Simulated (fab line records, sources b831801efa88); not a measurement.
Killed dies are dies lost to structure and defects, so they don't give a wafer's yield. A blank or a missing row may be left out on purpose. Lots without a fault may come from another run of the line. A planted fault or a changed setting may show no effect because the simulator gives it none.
Which tool did it? | flow gf180mcu | 12 lots, 36 wafers sampled, at 5 steps of a route of 602

WHAT THE GAUGES READ, wafer by wafer
GF_M5_CD_MEAS_07: target cd 280 nm.
lot  | measured     | on        | cd_nm (nm)
L075 | day 26 15:22 | cd_sem-01 | 277.2 277.3 277.1
L077 | day 27 06:43 | cd_sem-02 | 278.7 279.0 277.9
L079 | day 28 02:28 | cd_sem-01 | 281.3 280.1 280.8
L081 | day 28 16:34 | cd_sem-01 | 278.0 277.2 277.9
L083 | day 29 10:13 | cd_sem-01 | 278.2 278.2 279.7
L085 | day 29 16:16 | cd_sem-01 | 279.3 279.5 281.0
L087 | day 30 09:51 | cd_sem-02 | 279.5 280.4 279.3
L089 | day 31 04:44 | cd_sem-01 | 280.7 280.8 280.4
L091 | day 31 11:05 | cd_sem-02 | 279.0 279.3 279.2
L093 | day 32 05:34 | cd_sem-01 | 279.0 279.5 280.6
L095 | day 32 13:22 | cd_sem-01 | 279.4 278.8 280.5
L097 | day 32 18:45 | cd_sem-02 | 280.6 279.6 280.8

WHICH TOOL RAN EACH LOT (tool, then ch and the chambers of the sampled wafers, then the start)
lot  | GF_STI_STRIP_15                     | GF_CONTACT_CVD_02               | GF_M1_SPUTTER_03             | GF_V4_ETCH_16
L075 | plasma_asher-03 ch 0,1, day 2 08:22 | pecvd-03 ch 0,1, day 15 13:33   | pvd_sputter-04, day 16 12:53 | rie_diel-01 ch 2,3, day 24 18:31
L077 | plasma_asher-01 ch 0,1, day 2 17:53 | pecvd-04 ch 1,2, day 16 05:56   | pvd_sputter-01, day 17 06:31 | rie_diel-01 ch 0,3, day 25 11:19
L079 | plasma_asher-01 ch 0,1, day 3 04:24 | pecvd-01 ch 0,1,2, day 17 01:23 | pvd_sputter-04, day 18 02:29 | rie_diel-04 ch 0,3, day 26 07:43
L081 | plasma_asher-04 ch 0,1, day 3 14:20 | pecvd-03 ch 0,1,2, day 17 19:50 | pvd_sputter-01, day 18 21:58 | rie_diel-01 ch 1,2,3, day 26 22:37
L083 | plasma_asher-04 ch 0, day 3 23:56   | pecvd-04 ch 0,1,2, day 18 17:25 | pvd_sputter-04, day 19 19:52 | rie_diel-01 ch 0,2,3, day 27 17:25
L085 | plasma_asher-01 ch 0,1, day 4 09:44 | pecvd-04 ch 0,2, day 18 22:18   | pvd_sputter-04, day 20 01:25 | rie_diel-03 ch 0,3, day 27 22:52
L087 | plasma_asher-01 ch 0,1, day 4 20:32 | pecvd-04 ch 0,2, day 19 23:02   | pvd_sputter-04, day 21 01:26 | rie_diel-04 ch 1,3, day 28 17:40
L089 | plasma_asher-03 ch 0, day 5 07:14   | pecvd-04 ch 0,2, day 21 00:07   | pvd_sputter-01, day 22 00:59 | rie_diel-04 ch 1,2,3, day 29 14:07
L091 | plasma_asher-03 ch 0,1, day 5 15:45 | pecvd-01 ch 0,1, day 21 08:05   | pvd_sputter-01, day 22 09:13 | rie_diel-03 ch 0,1,2, day 29 20:37
L093 | plasma_asher-04 ch 0,1, day 6 07:31 | pecvd-01 ch 0,1,2, day 22 09:58 | pvd_sputter-04, day 23 11:10 | rie_diel-03 ch 0,2,3, day 30 17:17
L095 | plasma_asher-03 ch 0,1, day 6 15:45 | pecvd-01 ch 0,1, day 22 23:45   | pvd_sputter-01, day 24 00:19 | rie_diel-04 ch 0,1, day 31 02:25
L097 | plasma_asher-01 ch 0,1, day 6 23:47 | pecvd-03 ch 1,2, day 23 04:53   | pvd_sputter-03, day 24 04:56 | rie_diel-03 ch 0,2, day 31 06:31
- GF_STI_STRIP_15: strips in O2/N2.
- GF_CONTACT_CVD_02: deposits SiO2 from TEOS, target thk 860 nm, time 95.992 s.
- GF_M1_SPUTTER_03: material Ti, target thk 10 nm, time 6.7 s.
- GF_V4_ETCH_16: etches BARC in N2/H2.

THE ANSWER, worked out from the rows above alone
Rule: what is usual is taken from the lots themselves. Put in order of their means at a reading, lots are off if they are a third of the lots or fewer, leave a main group of 4 or more, and stand apart from it by a gap of 3 or more times the standard deviation of the main group's means; of several such gaps the widest counts. A main group whose means are all the same, to the digits that the tables above print for the reading, isn't used. A lot without any number at a reading at which 4 lots or more have one is off too. The other lots that the step has rows for count as sound.
No lot is off at any reading shown: from this, nothing can be told.

WHAT THE SIMULATOR HAD PUT IN
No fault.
